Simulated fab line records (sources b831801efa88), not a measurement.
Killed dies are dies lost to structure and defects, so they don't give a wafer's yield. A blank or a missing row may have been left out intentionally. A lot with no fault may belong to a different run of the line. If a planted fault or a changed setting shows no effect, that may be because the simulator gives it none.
Comparing a struck lot with a sound one -- flow gf180mcu -- 13 steps out of a route of 602
Sound: wafers L339.4, L339.5, L339.6. The struck wafers were L342.3, L342.4, L342.5. Last of all comes the cause.
Each step with rows lists, per side, the tool, then ch with its chambers, then its first start. Under that, the readings that differ: sound wafers -- struck wafers -- difference of the means -- sigmas: that difference in standard deviations of wafers without a fault.
alike: readings with means less than 2 such deviations apart, plus words and numbers identical on both sides. not compared: withheld readings, readings lacking a value on some wafer, bounds such as >300 that could conceal the same value, and numbers that have no deviation in the record and whose values overlap.
The two part at a step that has a row with sigmas, a row that says differs or no value, or rows on one side only. Numbers that have no deviation but don't overlap get no sigmas and don't part them. Lack of a reading on every wafer of one side parts them only where that side has two or more wafers.

GF_V4_CD_MEAS_14: target cd 260 nm.
  sound: cd_sem-01 at day 28 16:52; struck: cd_sem-02 at day 29 13:08
  alike: cd_nm
GF_V4_OVL_MEAS_15:
  sound: overlay-02 at day 28 16:56; struck: overlay-02 at day 29 13:14
  alike: V4_OVL
GF_V4_ETCH_16: etches BARC in N2/H2.
  sound on rie_diel-04 ch 0,2,3, day 28 16:58; struck on rie_diel-04 ch 0,1,2, day 29 13:15
  alike: drypump_motor_current_A, n2_flow_sccm, oes_product_au, throttle_valve_pct
then, 1 step without rows for these wafers: GF_V4_ETCH_17 (etches SiO2 in C4F8/O2/Ar, stops on TiN, target depth 630 nm).
GF_V4_STRIP_18: strips in O2/N2.
  sound on plasma_asher-04 ch 0,1, day 28 17:07; struck on plasma_asher-04 ch 0,1, day 29 13:25
  alike: drypump_motor_current_A, heater_power_w, n2_flow_sccm, oes_product_au
  not compared: rf_hours_counter_h
then, 2 steps without rows for these wafers: GF_V4_STRIP_19 (strips in post etch residue remover, time 1200 s); GF_V4_CLEAN_20 (cleans in DIW).
GF_V4_SPUTTER_21: material Ti, target thk 15 nm, time 80.02 s.
  sound: pvd_sputter-01 at day 28 17:40; struck: pvd_sputter-02 at day 29 13:55
  alike: throttle_valve_pct
GF_V4_SPUTTER_22: material TiN, target thk 10 nm, time 40 s.
  sound: pvd_sputter-01 at day 28 17:43; struck: pvd_sputter-02 at day 29 13:58
  alike: throttle_valve_pct
GF_V4_CVD_23: deposits W, target thk 350 nm, time 104.9 s.
  sound on cvd_w-02 ch 0,1, day 28 17:48; struck on cvd_w-02 ch 0,1, day 29 14:03
  alike: heater_power_outer_w, heater_power_w
GF_V4_RS_MEAS_24: a four-point-probe measurement.
  sound: film_metro-02 at day 28 17:56; struck: film_metro-04 at day 29 14:10
  alike: V4_W_RS
GF_V4_THK_MEAS_25: measures by xrf.
  sound: film_metro-02 at day 28 18:01; struck: film_metro-04 at day 29 14:16
  alike: V4_W_THK
GF_V4_CMP_26: polishes, stops on SiO2, t overpolish 15 s, target thk 0 nm.
  sound on cmp-02 ch 0,1, day 28 18:06; struck on cmp-01 ch 2,3, day 29 14:18
  no value came back on the struck wafers for any of 6 readings (edge_zone_pressure_frac, head_pressure_psi (psi) and others); on the sound wafers edge_zone_pressure_frac reads 0.993 1.003 0.999
reading,sound,struck,difference,sigmas
model.W_of_V4_CVD_23.thk_nm (nm),0 0 0,354.7 349.8 356.7,+353.7,
model.SiO2_of_V4_CVD_02.thk_nm (nm),626 628.6 628.5,633 632.5 632.5,+5,

## WHERE THEY PART
Within this record, at GF_V4_CMP_26 only.

WHY: whatever the simulator had introduced
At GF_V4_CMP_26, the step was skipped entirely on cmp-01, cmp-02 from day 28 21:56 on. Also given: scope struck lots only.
